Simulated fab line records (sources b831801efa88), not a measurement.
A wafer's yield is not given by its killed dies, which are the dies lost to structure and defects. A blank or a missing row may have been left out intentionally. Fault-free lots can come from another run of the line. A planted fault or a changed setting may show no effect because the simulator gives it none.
Split-lot trial ; flow gf180mcu ; 5 lots, 23 wafers read, on a route of 602 steps

## THE SPLIT
At GF_V4_EXPOSE_11 (exposes mask Via4, target cd 260 nm), the setting dose-mj was moved away from the recipe's 38 on 6 of the 23 wafers read, by -5.8% to +4.0%. All remaining wafers had this setting at the recipe value.

## FROM THE SPLIT TO THE READING: what the file shows between them, 2 steps
- GF_V4_PEB_12: peb time 90 s
- GF_V4_DEVELOP_13: develop time 60 s

## THE READING
Shown in nm: cd-nm at GF_V4_CD_MEAS_14, with target cd 260 nm. On this fab line, fault-free wafers typically give 259.8 nm with a standard deviation of 1.1 nm.

wafer;tool, chamber at the split;dose-mj as run;against the recipe;cd-nm, nm;against lot-mates on the recipe
L079.1;krf-scanner-01, 0;38;recipe;259.1;-
L079.3;krf-scanner-01, 0;38;recipe;257.8;-
L079.4;krf-scanner-01, 0;38;recipe;258.2;-
L079.5;krf-scanner-01, 0;38;recipe;258.1;-
L079.6;krf-scanner-01, 0;38;recipe;259.4;-
L081.1;krf-scanner-02, 0;35.79;-5.8%;251.2;-9.4
L081.2;krf-scanner-02, 0;38;recipe;260.6;-
L081.3;krf-scanner-02, 0;35.79;-5.8%;251.9;-8.7
L081.5;krf-scanner-02, 0;38;recipe;260.5;-
L081.6;krf-scanner-02, 0;35.79;-5.8%;251.7;-8.9
L080.1;krf-scanner-01, 0;38;recipe;259.6;-
L080.2;krf-scanner-01, 0;38;recipe;258.9;-
L080.3;krf-scanner-01, 0;38;recipe;259.2;-
L080.4;krf-scanner-01, 0;38;recipe;258.0;-
L080.5;krf-scanner-01, 0;38;recipe;259.9;-
L082.1;krf-scanner-01, 0;38;recipe;262.0;-
L082.2;krf-scanner-01, 0;38;recipe;262.3;-
L082.3;krf-scanner-01, 0;39.51;+4.0%;266.5;+4.4
L082.4;krf-scanner-01, 0;39.51;+4.0%;267.2;+5.1
L082.5;krf-scanner-01, 0;39.51;+4.0%;267.0;+4.9
L085.3;krf-scanner-02, 0;38;recipe;259.4;-
L085.4;krf-scanner-02, 0;38;recipe;259.7;-
L085.6;krf-scanner-02, 0;38;recipe;257.2;-

FIT RESULTS
A straight line over all 23 wafers: cd-nm changes by +1.53 nm for each +1% of dose-mj; r = +0.95; the points scatter about the line by 1.4 nm.
The same after taking each lot's own level away (the mean of its wafers on the recipe; 23 wafers): +1.42 nm for each +1%; r = +0.98; scatter 0.73 nm.
According to that fit, moving dose-mj by its largest amount changes the reading by 8.3 nm.
From 258.52 to 262.15 nm: that is the span of the lots' own levels, equal to 3.3 times the standard deviation above.
The two slopes are in agreement: the lot-to-lot level therefore moves the slope only a little.
Check: for one of the wafers moved furthest among these (-5.8%), held out of the fit, the line's prediction against its lot-mates is -8.18 nm. Against them it came out at -9.35 nm.

## THESE WAFERS: OTHER SPLITS
These wafers also went through other splits before the reading. Each is held against what the fit with the lots' levels taken away leaves over:
other split on the same wafers;wafers away from the commonest value;r with cd-nm (lot level and that fit taken away)
GF_V4_CVD_00 sih4-flow-sccm;11;+0.30

## THE WHOLE CHAIN: every reading that the file lists as answering this split, in the file's order
step;what it does;reading;change (the file's fit);r (the file's)
GF_V4_CD_MEAS_14;target cd 260 nm;cd-nm;+1.43 nm for each +1% of the setting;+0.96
GF_V4_ETCH_16;etches BARC in N2/H2;V4.cd-nm (the simulator's own value, which no gauge read);+1.53 nm for each +1% of the setting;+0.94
GF_V4_ETCH_17;etches SiO2 in C4F8/O2/Ar, stops on TiN, target depth 630 nm;V4.cd-nm (the simulator's own value, which no gauge read);+1.63 nm for each +1% of the setting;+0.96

## FILE'S OWN FIT
cd-nm changes by +1.43 nm for each +1% of dose-mj, r = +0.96.
